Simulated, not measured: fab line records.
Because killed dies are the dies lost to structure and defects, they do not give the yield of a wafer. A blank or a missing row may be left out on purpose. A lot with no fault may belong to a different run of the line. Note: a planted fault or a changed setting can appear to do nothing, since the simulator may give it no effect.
The tool behind it: which one? | flow sky130 | 11 lots with 33 wafers sampled at 4 steps, on a route of 708 steps

## WHAT EACH GAUGE READ, for each wafer
SKY_CONTACT_THK_MEAS_01.
lot  | measured     | on            | CONTACT_CVD_00_THK (nm)
L670 | day 30 18:09 | film metro-01 | 74.8 73.4 75.5
L671 | day 31 01:29 | film metro-03 | 72.5 72.6 74.3
L672 | day 32 04:27 | film metro-04 | 74.4 76.6 76.0
L673 | day 32 12:41 | film metro-01 | 73.4 73.9 76.1
L676 | day 32 23:58 | film metro-03 | 73.7 74.2 73.9
L677 | day 33 10:15 | film metro-04 | 74.7 75.1 76.6
L678 | day 33 18:04 | film metro-04 | 75.0 77.1 77.1
L683 | day 35 04:17 | film metro-03 | 78.6 78.8 80.1
L684 | day 35 08:40 | film metro-03 | 72.9 75.1 74.7
L685 | day 35 19:41 | film metro-03 | 79.3 79.1 80.9
L690 | day 37 17:33 | film metro-01 | 74.5 75.6 75.8

## WHICH TOOL RAN EACH LOT (tool, then ch and the chambers of the sampled wafers, then the start)
lot  | SKY_LI_CONTACT_CVD_21         | SKY_LI_CONTACT_CMP_24         | SKY_CONTACT_CVD_00
L670 | cvd w-02 ch 0,1, day 29 12:53 | cmp-01 ch 1,2,3, day 29 13:11 | pecvd-02 ch 0,1,2, day 30 18:07
L671 | cvd w-01 ch 0,1, day 29 21:04 | cmp-02 ch 1,2,3, day 29 21:22 | pecvd-03 ch 0,1, day 31 01:27
L672 | cvd w-01 ch 1, day 31 00:31   | cmp-01 ch 0,2, day 31 00:52   | pecvd-01 ch 1,2, day 32 04:25
L673 | cvd w-02 ch 1, day 31 07:38   | cmp-01 ch 1,3, day 31 08:04   | pecvd-03 ch 1,2, day 32 12:40
L676 | cvd w-01 ch 0,1, day 31 18:50 | cmp-01 ch 1,3, day 31 19:08   | pecvd-03 ch 1,2, day 32 23:56
L677 | cvd w-02 ch 0,1, day 32 05:17 | cmp-02 ch 0,1, day 32 05:36   | pecvd-02 ch 0,1, day 33 10:12
L678 | cvd w-01 ch 0,1, day 32 12:52 | cmp-02 ch 0,2,3, day 32 13:13 | pecvd-01 ch 0,2, day 33 18:00
L683 | cvd w-02 ch 0,1, day 34 00:17 | cmp-02 ch 1,2,3, day 34 00:39 | pecvd-03 ch 0,1,2, day 35 04:14
L684 | cvd w-01 ch 0,1, day 34 04:28 | cmp-02 ch 0,1,3, day 34 04:52 | pecvd-02 ch 0,1,2, day 35 08:38
L685 | cvd w-02 ch 0,1, day 34 16:08 | cmp-02 ch 1,2,3, day 34 16:26 | pecvd-03 ch 0,1, day 35 19:40
L690 | cvd w-02 ch 0, day 36 13:48   | cmp-02 ch 0,3, day 36 14:14   | pecvd-02 ch 0,1, day 37 17:31
- SKY_LI_CONTACT_CVD_21: deposits W, target thk 400 nm, time 120.56 s.
- SKY_LI_CONTACT_CMP_24: polishes, stops on PSG, t overpolish 20 s, target thk 0 nm.
- SKY_CONTACT_CVD_00: deposits Si3N4, target thk 75 nm.

## THE ANSWER, worked out from the rows above alone
Rule: what is usual is taken from the lots themselves. The widest of any qualifying gaps counts: lots, ordered by their means at a reading, are off when they make up no more than a third of the lots, leave a main group of 4 or more, and stand apart from it by 3 or more times the standard deviation of that group's means. If all means in a main group match to the digits the tables above print for the reading, that group is not used. A lot without any number at a reading at which 4 lots or more have one is off too. The other lots that the step has rows for count as sound.
Across all readings shown, no lot is off: no conclusion can be drawn from this.

## WHAT THE SIMULATOR PUT IN
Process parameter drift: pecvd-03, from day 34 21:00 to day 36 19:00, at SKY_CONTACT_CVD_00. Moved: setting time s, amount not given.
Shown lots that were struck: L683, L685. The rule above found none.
